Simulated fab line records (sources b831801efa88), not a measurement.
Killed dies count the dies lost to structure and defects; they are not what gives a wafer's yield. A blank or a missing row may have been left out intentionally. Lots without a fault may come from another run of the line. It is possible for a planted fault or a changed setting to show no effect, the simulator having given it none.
Code-filled problem report in 8D (eight disciplines) form    flow sky130    the parts of the form that need people (team, actions taken, sign-off) are left out

1. THE ISSUE
Wafers without a fault read 0.943 a.u., standard deviation 0.0074; oesProductAu at SKY_CAP2M_METAL_ETCH_13 reads a mean of 0.748 a.u. on 2 wafers belonging to 2 lots. Relative to the usual mean, that is a shift of -26 standard deviations.
The step: etches TiN in Cl2/BCl3, stops on SiO2, target depth 220 nm, time 62.9 s.
First observed at day 45 13:44: wafer L860.6, on rieMetal-03. The record holds 31 wafers of 11 lots with a number at this step. Rule for "out", or "out of limits": more than 4 standard deviations from the usual mean. The rest of the wafers with a number are treated as sound.

2. WHAT IT IS; WHAT IT IS NOT
question                     is                              is not
which readings at this step  oesProductAu, throttleValvePct  drypumpMotorCurrentA
which lots                   L860, L862                      L844, L845, L847, L848, L849, L850, L852, L855, L866
which wafers of those lots   L860.6, L862.2                  L860.4, L862.4
read on which tools          rieMetal-03                     rieMetal-02, rieMetal-04
when                         from day 45 13:44               up to then (25 sound wafers); but 4 sound wafers of L862, L866 came after

3. THE SUSPECTS, EACH WITH WHAT RULES IT OUT
Counting: a tool at a process step up to the reading stays a suspect if it ran every lot that is out. Sound lots after the first of them don't rule it out here, since some wafers of a struck lot are sound.
- pvdSputter-03 at SKY_METAL2_SPUTTER_00 (material Ti, target thk 15 nm, time 10 s): kept. It processed each lot that is out (first: L860, day 39 10:54); up to then, its last sound lot is L855 (day 37 18:32).
- pvdSputter-03 at SKY_METAL2_SPUTTER_01 (material TiN, target thk 20 nm, time 16.7 s): kept. It processed each lot that is out (first: L860, day 39 10:55); up to then, its last sound lot is L855 (day 37 18:33).
- pvdSputter-03 at SKY_METAL2_SPUTTER_03 (material Ti, target thk 5 nm, time 3.3 s): kept. It processed each lot that is out (first: L860, day 39 10:58); up to then, its last sound lot is L855 (day 37 18:36).
- rieMetal-03 at SKY_CAP2M_METAL_ETCH_13 (etches TiN in Cl2/BCl3, stops on SiO2, target depth 220 nm, time 62.9 s): kept. It processed each lot that is out (first: L860, day 45 13:44); up to then, its last sound lot is L855 (day 44 02:04). Out on those wafers are its own readings of oesProductAu, throttleValvePct.
Left after counting: pvdSputter-03 at SKY_METAL2_SPUTTER_00, pvdSputter-03 at SKY_METAL2_SPUTTER_01, pvdSputter-03 at SKY_METAL2_SPUTTER_03, rieMetal-03 at SKY_CAP2M_METAL_ETCH_13.

4. THE CAUSE (what the simulator had put in)
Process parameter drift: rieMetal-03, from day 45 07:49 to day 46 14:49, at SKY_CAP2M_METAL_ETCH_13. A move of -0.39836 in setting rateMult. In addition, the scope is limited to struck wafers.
This tool is one of the 4 suspects left after counting.

5. THE EFFECT CHAIN, in route order
Rows list readings where the struck wafers' mean (over those with a number) sits beyond 3 standard deviations from the usual. Only readings whose record carries a usual standard deviation are examined. hours: median over the lots of the time between each lot's start at the first step of this table that gives one and its start at this step. sigmas: the change, counted in usual standard deviations.
hours  step                     reading               usual       on struck wafers  change  sigmas
0      SKY_CAP2M_METAL_ETCH_13  oesProductAu          0.943 a.u.  0.748             -0.195  -26
0      SKY_CAP2M_METAL_ETCH_13  throttleValvePct      21.900 %    22.029            +0.129  +13
0      SKY_CAP2M_STRIP_14       stripTimeToEndpointS  12.69 s     13.24             +0.55   +15
103    SKY_PAD_OPEN_PROBE_99    defectLimitedYield    82.8 %      0.0               -82.8   -41
103    SKY_PAD_OPEN_PROBE_99    killedAtOther         0.3         403.5             +403.2  +99 or more
103    SKY_PAD_OPEN_PROBE_99    killedDies            85          492               +407    +41
103    SKY_PAD_OPEN_PROBE_99    killedOnRim           17          96                +79     +20
103    SKY_PAD_OPEN_PROBE_99    sort_bin_3_pad_short  0.9 %       82.9              +82.0   +99 or more
103    SKY_PAD_OPEN_PROBE_99    sortNPass             407         0                 -407    -41
103    SKY_PAD_OPEN_PROBE_99    sortYieldPct          82.8 %      0.0               -82.8   -41
Process steps it contains:
- SKY_CAP2M_METAL_ETCH_13: etches TiN in Cl2/BCl3, stops on SiO2, target depth 220 nm, time 62.9 s.
- SKY_CAP2M_STRIP_14: strips in O2/N2.
- SKY_PAD_OPEN_PROBE_99

6. WHAT WOULD HAVE CAUGHT IT SOONER
First out-of-limits reading in this record: day 45 13:44, which is 6 hours after fault onset at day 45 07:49.
